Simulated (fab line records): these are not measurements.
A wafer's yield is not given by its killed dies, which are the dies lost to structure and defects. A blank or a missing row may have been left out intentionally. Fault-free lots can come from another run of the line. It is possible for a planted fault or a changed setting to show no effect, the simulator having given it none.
2 desks looking at one fault / flow sky130 / numbers are kept per desk, each desk with only its own; the story behind them comes last

## TOOL OWNER'S DESK, litho track-03
The tool's own readings at SKY_LDD_HVN_DEVELOP_06 (develop time 60 s): means of the sampled wafers that have a number, for each lot that ran on this tool. A lot is out of limits, marked OUT, if its mean lies more than 4 standard deviations from the usual mean; the brackets give that distance.
Columns: A = developer temp C at SKY_LDD_HVN_DEVELOP_06, usual 23.00 C; B = exhaust pa at SKY_LDD_HVN_DEVELOP_06, usual 44.9 Pa; C = resist line temp C at SKY_LDD_HVN_DEVELOP_06, usual 23.02 C
lot=L560; first seen here=day 21 04:52; A=22.96; B=45.9; C=22.93
lot=L562; first seen here=day 22 15:41; A=22.32 (-5.7) OUT; B=45.5; C=23.14
lot=L563; first seen here=day 22 16:01; A=21.97 (-8.6) OUT; B=46.0; C=23.19
lot=L572; first seen here=day 26 11:07; A=23.02; B=43.4; C=23.06
lot=L575; first seen here=day 26 21:56; A=22.92; B=44.5; C=22.97
lot=L576; first seen here=day 27 02:08; A=22.82; B=44.9; C=23.03
lot=L578; first seen here=day 27 10:07; A=22.99; B=44.6; C=22.92
lot=L580; first seen here=day 28 10:44; A=23.11; B=43.1; C=22.96
This desk finds L562, L563 out of limits, L562 being first, at day 22 15:41 (developer temp C at SKY_LDD_HVN_DEVELOP_06). L560, L572, L575, L576, L578, L580: within limits.

## AT THE METROLOGY DESK
Means of the sampled wafers that have a number, per lot and without regard to the tool the lot ran on: this is what the gauges read. A lot is out of limits, marked OUT, if its mean lies more than 4 standard deviations from the usual mean; the brackets give that distance.
Columns: A = SONOS_ONO_CVD_02_THK at SKY_SONOS_ONO_THK_MEAS_03, usual 10.47 nm; B = SONOS_ONO_CVD_04_THK at SKY_SONOS_ONO_THK_MEAS_05, usual 5.73 nm
lot=L557; first seen here=day 11 08:20; A=10.51; B=5.61
lot=L558; first seen here=day 11 17:47; A=10.48; B=5.84
lot=L560; first seen here=day 12 08:22; A=10.54; B=5.71
lot=L562; first seen here=day 12 23:56; A=10.51; B=5.73
lot=L563; first seen here=day 13 11:10; A=10.46; B=5.94
lot=L570; first seen here=day 16 05:35; A=10.53; B=5.63
lot=L572; first seen here=day 17 05:14; A=10.59; B=5.66
lot=L574; first seen here=day 17 05:16; A=10.43; B=5.88
lot=L575; first seen here=day 17 15:56; A=10.30; B=5.73
lot=L576; first seen here=day 17 19:59; A=10.59; B=5.75
lot=L578; first seen here=day 18 02:17; A=10.58; B=5.81
lot=L579; first seen here=day 18 23:39; A=10.50; B=5.85
lot=L580; first seen here=day 19 07:56; A=10.43; B=5.72
Finding of this desk: none of the 13 lots has anything out of limits.

## PUT TOGETHER
An alarm could have come from the tool owner's desk at day 22 15:41, on L562, L563.
From the metrology desk's view, nothing was out of limits.
The metrology desk has L562, L563 on record, within its limits.
SKY_LDD_HVN_DEVELOP_06 was run on litho track-03 by each of the lots named.

## WHAT WAS PUT IN BY THE SIMULATOR
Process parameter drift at SKY_LDD_HVN_DEVELOP_06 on litho track-03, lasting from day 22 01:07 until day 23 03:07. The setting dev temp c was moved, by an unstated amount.
Struck lots among those shown: L562, L563.
Hours from the fault's start to each desk's first reading out of limits: the tool owner's desk, 15.
